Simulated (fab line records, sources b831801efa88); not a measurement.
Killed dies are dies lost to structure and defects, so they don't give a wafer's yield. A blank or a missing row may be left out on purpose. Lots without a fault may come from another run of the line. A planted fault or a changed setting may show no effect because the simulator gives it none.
One fault seen from 2 desks | flow sky130 | each desk has only its own numbers; what lay behind them comes last

THE METROLOGY DESK
What the gauges read, lot by lot, whatever tool the lot ran on: means of the sampled wafers that have a number. A lot is out of limits, marked OUT, if its mean lies more than 4 standard deviations from the usual mean; the brackets give that distance.
Columns: A = SONOS_ONO_CVD_02_THK at SKY_SONOS_ONO_THK_MEAS_03, usual 10.55 nm; B = SONOS_ONO_CVD_04_THK at SKY_SONOS_ONO_THK_MEAS_05, usual 5.52 nm; C = cd_nm at SKY_SONOS_ONO_CD_MEAS_13, usual 408.9 nm; D = SONOS_ONO_OVL at SKY_SONOS_ONO_OVL_MEAS_14, usual -0.2 nm
lot  | first seen here | A     | B    | C     | D
L584 | day 12 11:56    | 10.55 | 5.51 | 409.7 | 0.5
L589 | day 14 06:16    | 10.56 | 5.49 | 411.3 | 0.8
L596 | day 16 15:02    | 10.34 | 5.50 | 409.4 | 0.1
L597 | day 17 01:11    | 10.53 | 5.53 | 409.0 | -0.1
L598 | day 17 07:27    | 10.62 | 5.64 | 409.6 | -1.5
L602 | day 18 05:17    | 10.72 | 5.61 | 404.1 | -0.2
This desk's finding: nothing out of limits on any of the 6 lots.

THE TOOL OWNER'S DESK: rie_diel-04
The tool's own readings at SKY_SONOS_ONO_ETCH_15 (etches the open film in CHF3/O2, target depth 19.52 nm, time 7.8 s): means of the sampled wafers that have a number, for each lot that ran on this tool. A lot is out of limits, marked OUT, if its mean lies more than 4 standard deviations from the usual mean; the brackets give that distance.
Columns: A = chamber_pressure_mTorr at SKY_SONOS_ONO_ETCH_15, usual 40.00 mTorr; B = drypump_motor_current_A at SKY_SONOS_ONO_ETCH_15, usual 5.9 A; C = oes_product_au at SKY_SONOS_ONO_ETCH_15, usual 0.999 a.u.; D = rf_fwd_power_W at SKY_SONOS_ONO_ETCH_15, usual 587 W; E = throttle_valve_pct at SKY_SONOS_ONO_ETCH_15, usual 8.824 %
lot  | first seen here | A     | B   | C                | D             | E
L584 | day 13 14:58    | 40.03 | 6.3 | 1.002            | 583           | 8.821
L589 | day 15 09:40    | 39.96 | 6.2 | 0.984            | 587           | 8.818
L596 | day 17 19:13    | 39.99 | 5.8 | 0.959 (-4.0) OUT | 490 (-29) OUT | 8.812
L597 | day 18 06:43    | 39.99 | 5.9 | 0.962            | 493 (-28) OUT | 8.815
This desk's finding: out of limits on L596, L597; first on L596, day 17 19:13 (oes_product_au at SKY_SONOS_ONO_ETCH_15). In limits: L584, L589.

PUT TOGETHER
The tool owner's desk could have raised an alarm at day 17 19:13, on L596, L597.
The metrology desk saw nothing out of limits.
The metrology desk has L596, L597 on record, within its limits.
Of the lots named, all ran SKY_SONOS_ONO_ETCH_15 on rie_diel-04.

WHAT THE SIMULATOR HAD PUT IN
Process parameter drift: rie_diel-04, from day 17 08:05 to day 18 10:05, at SKY_SONOS_ONO_ETCH_15. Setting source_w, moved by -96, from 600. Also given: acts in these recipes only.
Lots struck among those shown: L596, L597.
Hours from the fault's start to each desk's first reading out of limits: the tool owner's desk, 11.
